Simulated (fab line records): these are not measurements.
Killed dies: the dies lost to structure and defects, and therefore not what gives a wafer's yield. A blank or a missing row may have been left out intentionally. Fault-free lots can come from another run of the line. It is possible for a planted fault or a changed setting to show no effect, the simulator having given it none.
Which tool did it? | flow gf180mcu | 42 wafers from 14 lots sampled at 2 of the route's 602 steps

## WHAT THE GAUGES SHOWED, per wafer
GF_V2_CD_MEAS_14: target cd 260 nm.
lot  | measured     | on       | cdNm (nm)
L582 | day 21 00:59 | cdSem-01 | 258.6 258.3 258.2
L583 | day 21 18:30 | cdSem-02 | 260.8 260.8 261.2
L584 | day 22 07:48 | cdSem-02 | 262.8 263.0 262.3
L585 | day 22 08:41 | cdSem-02 | 260.0 261.2 260.3
L587 | day 23 06:13 | cdSem-01 | 258.8 260.3 259.2
L588 | day 23 13:15 | cdSem-02 | 259.2 259.5 259.0
L589 | day 23 21:17 | cdSem-01 | 259.1 259.5 259.9
L590 | day 24 05:20 | cdSem-01 | 259.4 259.4 259.0
L591 | day 24 13:12 | cdSem-02 | 260.4 261.3 260.5
L592 | day 24 19:27 | cdSem-01 | 259.2 260.2 260.3
L596 | day 26 01:58 | cdSem-01 | 260.5 261.6 261.1
L597 | day 26 06:30 | cdSem-01 | 262.2 262.0 261.8
L603 | day 28 08:48 | cdSem-02 | 259.0 261.3 259.7
L604 | day 28 17:19 | cdSem-01 | 258.1 257.5 258.3

## EACH LOT AND THE TOOL THAT RAN IT (in order: tool; ch and the chambers of the sampled wafers; start)
lot  | GF_DNWELL_DEVELOP_06
L582 | lithoTrack-03 ch 0, day 3 01:00
L583 | lithoTrack-03 ch 0, day 3 10:00
L584 | lithoTrack-03 ch 0, day 3 14:00
L585 | lithoTrack-03 ch 0, day 3 18:00
L587 | lithoTrack-02 ch 0, day 4 05:00
L588 | lithoTrack-03 ch 0, day 4 09:00
L589 | lithoTrack-02 ch 0, day 4 15:00
L590 | lithoTrack-02 ch 0, day 4 19:00
L591 | lithoTrack-02 ch 0, day 5 00:00
L592 | lithoTrack-01 ch 0, day 5 05:00
L596 | lithoTrack-02 ch 0, day 6 02:00
L597 | lithoTrack-02 ch 0, day 6 06:00
L603 | lithoTrack-03 ch 0, day 7 21:00
L604 | lithoTrack-01 ch 0, day 8 03:00
- GF_DNWELL_DEVELOP_06: develop time 60 s.

## WHAT THE TOOLS THEMSELVES READ (means of the sampled wafers that have a number; where no wafer has one, the mark that the record gives instead)
The record holds no such reading with a usual standard deviation.

## THE ANSWER, worked out from the rows above alone
Rule: the usual values come from the lots themselves. Put in order of their means at a reading, lots are off if they are a third of the lots or fewer, leave a main group of 4 or more, and stand apart from it by a gap of 3 or more times the standard deviation of the main group's means; of several such gaps the widest counts. Not used: any main group whose means are identical at the precision the tables above print for the reading. Also off: a lot with no number at a reading for which 4 or more lots have one. The other lots that the step has rows for count as sound. The gauges are gone through in route order, then the tools' own readings, and for those a lot's mean is taken as printed above. At the first step where some lot is off, the reading lying furthest off is the one used; lots without a number count as furthest.
None of the lots is off at any reading shown; this tells nothing.

## WHAT THE SIMULATOR PUT IN
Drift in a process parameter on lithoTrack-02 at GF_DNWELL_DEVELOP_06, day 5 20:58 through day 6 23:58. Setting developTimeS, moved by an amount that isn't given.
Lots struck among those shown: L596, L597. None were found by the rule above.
